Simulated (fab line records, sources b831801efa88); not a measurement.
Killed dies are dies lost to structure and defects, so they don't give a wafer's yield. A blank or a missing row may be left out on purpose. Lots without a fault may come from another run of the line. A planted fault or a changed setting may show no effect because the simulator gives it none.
A struck lot beside a sound one | flow sky130 | 14 steps out of a route of 708
Sound: wafers L660.4, L660.5, L660.6. Struck: wafers L647.1, L647.4, L647.5. The cause comes at the end.
At each step with rows: each side's tool, then ch and its chambers, then its first start. Under that, the readings that differ: sound wafers | struck wafers | difference of the means | sigmas: that difference in standard deviations of wafers without a fault.
alike: readings whose means differ by less than 2 such deviations, and words and numbers that are the same on both sides. not compared: withheld readings, readings that some wafer has no value for, bounds like >300 that may hide the same value, and numbers for which the record gives no deviation and whose values overlap.
The two part at a step that has a row with sigmas, a row that says differs or no value, or rows on one side only. Numbers that don't overlap but have no deviation are shown without sigmas and don't part them. A reading that every wafer of one side lacks parts them only if that side has two wafers or more.

first, 3 steps without rows for these wafers: SKY_VT_ADJUST_HVTR_EXPOSE_04 (exposes mask HVTRM, target cd 380 nm); SKY_VT_ADJUST_HVTR_PEB_05; SKY_VT_ADJUST_HVTR_DEVELOP_06 (develop time 60 s).
SKY_VT_ADJUST_HVTR_CD_MEAS_07: target cd 380 nm.
  sound on cd_sem-01, day 15 09:32; struck on cd_sem-01, day 12 07:19
  reading    | sound             | struck            | difference | sigmas
  cd_nm (nm) | 378.3 378.7 379.5 | 383.8 384.0 382.7 | +4.7       | +2
SKY_VT_ADJUST_HVTR_OVL_MEAS_08:
  sound on overlay-01, day 15 09:37; struck on overlay-01, day 12 07:26
  alike: VT_ADJUST_HVTR_OVL
then, 1 step without rows for these wafers: SKY_VT_ADJUST_HVTR_IMPLANT_09.
SKY_VT_ADJUST_HVTR_STRIP_10: strips in O2/N2.
  sound on plasma_asher-03 ch 0,1, day 15 09:49; struck on plasma_asher-03 ch 0,1, day 12 07:37
  alike: drypump_motor_current_A, oes_product_au, strip_time_to_endpoint_s
  not compared: rf_hours_counter_h
SKY_VT_ADJUST_HVTR_TW_MEAS_11:
  sound on film_metro-03, day 15 09:55; struck on film_metro-02, day 12 07:43
  alike: VT_ADJUST_HVTR_TW
then, 4 steps without rows for these wafers: SKY_VT_ADJUST_PCH_DEHYDRATE_00 (time 60 s); SKY_VT_ADJUST_PCH_HMDS_01 (prime time 60 s); SKY_VT_ADJUST_PCH_COAT_02 (resist thk 3000 nm); SKY_VT_ADJUST_PCH_SOFTBAKE_03.
SKY_VT_ADJUST_PCH_EXPOSE_04: exposes mask NWM, target cd 840 nm.
  sound on iline_stepper-02 ch 0, day 16 00:38; struck on iline_stepper-02, day 12 18:39
  no value came back on the struck wafers for exposure_dose_mJ_cm2, focus_offset_nm (nm); on the sound wafers exposure_dose_mJ_cm2 reads 254.84 254.43 254.77
  alike: mask
then, 1 step without rows for these wafers: SKY_VT_ADJUST_PCH_PEB_05.

WHERE THEY PART
First at SKY_VT_ADJUST_HVTR_CD_MEAS_07; last, within this record, at SKY_VT_ADJUST_PCH_EXPOSE_04.

WHY: what the simulator had put in
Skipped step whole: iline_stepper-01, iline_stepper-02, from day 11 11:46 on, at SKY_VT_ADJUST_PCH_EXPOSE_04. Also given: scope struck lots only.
